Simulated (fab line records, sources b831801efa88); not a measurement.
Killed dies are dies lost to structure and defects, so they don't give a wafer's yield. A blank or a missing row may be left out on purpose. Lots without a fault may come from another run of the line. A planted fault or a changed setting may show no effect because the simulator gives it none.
A struck lot beside a sound one | flow sky130 | 18 steps out of a route of 708
Sound: wafers L633.2, L633.4, L633.5. Struck: wafers L640.1, L640.3, L640.5. The cause comes at the end.
At each step with rows: each side's tool, then ch and its chambers, then its first start. Under that, the readings that differ: sound wafers | struck wafers | difference of the means | sigmas: that difference in standard deviations of wafers without a fault.
alike: readings whose means differ by less than 2 such deviations, and words and numbers that are the same on both sides. not compared: withheld readings, readings that some wafer has no value for, bounds like >300 that may hide the same value, and numbers for which the record gives no deviation and whose values overlap.
The two part at a step that has a row with sigmas, a row that says differs or no value, or rows on one side only. Numbers that don't overlap but have no deviation are shown without sigmas and don't part them. A reading that every wafer of one side lacks parts them only if that side has two wafers or more.

first, 3 steps without rows for these wafers: SKY_LI_CONTACT_EXPOSE_09 (exposes mask LICM1, target cd 170 nm); SKY_LI_CONTACT_PEB_10; SKY_LI_CONTACT_DEVELOP_11 (develop time 60 s).
SKY_LI_CONTACT_CD_MEAS_12: target cd 170 nm.
  sound on cd_sem-02, day 31 18:27; struck on cd_sem-02, day 34 04:26
  alike: cd_nm
SKY_LI_CONTACT_OVL_MEAS_13:
  sound on overlay-02, day 31 18:33; struck on overlay-02, day 34 04:33
  reading             | sound  | struck  | difference | sigmas
  LI_CONTACT_OVL (nm) | 1 -1 1 | 14 9 16 | +13        | +3
SKY_LI_CONTACT_ETCH_14: etches BARC in N2/H2, stops on SiO2, time 45.9 s, target depth 60 nm.
  sound on rie_diel-02 ch 2,3, day 31 18:35; struck on rie_diel-04 ch 0,2,3, day 34 04:35
  alike: bias_w, drypump_motor_current_A, oes_product_au, throttle_valve_pct
  not compared: rf_hours_counter_h
SKY_LI_CONTACT_ETCH_15: etches PSG in C4F8/O2/Ar, stops on Si, target depth 600 nm.
  sound on rie_diel-02 ch 2,3, day 31 18:37; struck on rie_diel-04 ch 0,2,3, day 34 04:37
  alike: bias_w, oes_product_au
SKY_LI_CONTACT_STRIP_16: strips in O2/N2.
  sound on plasma_asher-01 ch 1, day 31 18:43; struck on plasma_asher-03 ch 0,1, day 34 04:43
  reading                      | sound             | struck            | difference | sigmas
  strip_time_to_endpoint_s (s) | 3.542 3.549 3.488 | 3.481 3.458 3.448 | -0.064     | -3
  alike: drypump_motor_current_A, oes_product_au
  not compared: rf_hours_counter_h
then, 3 steps without rows for these wafers: SKY_LI_CONTACT_CLEAN_17 (cleans in NMP, time 600 s); SKY_LI_CONTACT_PRE_CLEAN_18 (time 5.6 s); SKY_LI_CONTACT_SPUTTER_19 (material Ti, target thk 20 nm, time 106.37 s).
SKY_LI_CONTACT_SPUTTER_20: material TiN, target thk 20 nm, time 80 s.
  sound on pvd_sputter-02, day 31 19:05; struck on pvd_sputter-02, day 34 05:16
  alike: throttle_valve_pct
SKY_LI_CONTACT_CVD_21: deposits W, target thk 400 nm, time 120.56 s.
  sound on cvd_w-02 ch 0,1, day 31 19:08; struck on cvd_w-01 ch 0, day 34 05:19
  reading                                  | sound           | struck        | difference | sigmas
  model.W_of_LI_CONTACT_CVD_21.thk_nm (nm) | 386 404.4 391.7 | 607 607 604.8 | +212       |
  alike: chamber_pressure_Torr, heater_power_w
SKY_LI_CONTACT_RS_MEAS_22: measures by four-point-probe.
  sound on film_metro-02, day 31 19:17; struck on film_metro-04, day 34 05:26
  reading                  | sound             | struck            | difference | sigmas
  LI_CONTACT_W_RS (ohm/sq) | 0.294 0.281 0.290 | 0.187 0.188 0.188 | -0.101     | -31
SKY_LI_CONTACT_THK_MEAS_23: measures by xrf.
  sound on film_metro-02, day 31 19:24; struck on film_metro-04, day 34 05:34
  reading               | sound       | struck | difference                    | sigmas
  LI_CONTACT_W_THK (nm) | 372 389 379 | - - -  | no value on the struck wafers |
SKY_LI_CONTACT_CMP_24: polishes, stops on PSG, t overpolish 20 s, target thk 0 nm.
  sound on cmp-02 ch 0,2,3, day 31 19:27; struck on cmp-02 ch 0,3, day 34 05:40
  reading                | sound    | struck      | difference | sigmas
  time_to_endpoint_s (s) | 93 93 95 | 146 142 142 | +50        | +16
  alike: motor_current_A
SKY_LOCAL_INTERCONNECT_SPUTTER_00: material TiN, target thk 100 nm, time 81.98 s.
  sound on pvd_sputter-01, day 31 19:45; struck on pvd_sputter-03, day 34 05:55
  alike: throttle_valve_pct
SKY_PAD_OPEN_PROBE_99:
  the record has rows for the sound wafers here (prober-01, day 47 16:20) and none for the struck ones

WHERE THEY PART
First at SKY_LI_CONTACT_OVL_MEAS_13; last, within this record, at SKY_PAD_OPEN_PROBE_99.

WHY: what the simulator had put in
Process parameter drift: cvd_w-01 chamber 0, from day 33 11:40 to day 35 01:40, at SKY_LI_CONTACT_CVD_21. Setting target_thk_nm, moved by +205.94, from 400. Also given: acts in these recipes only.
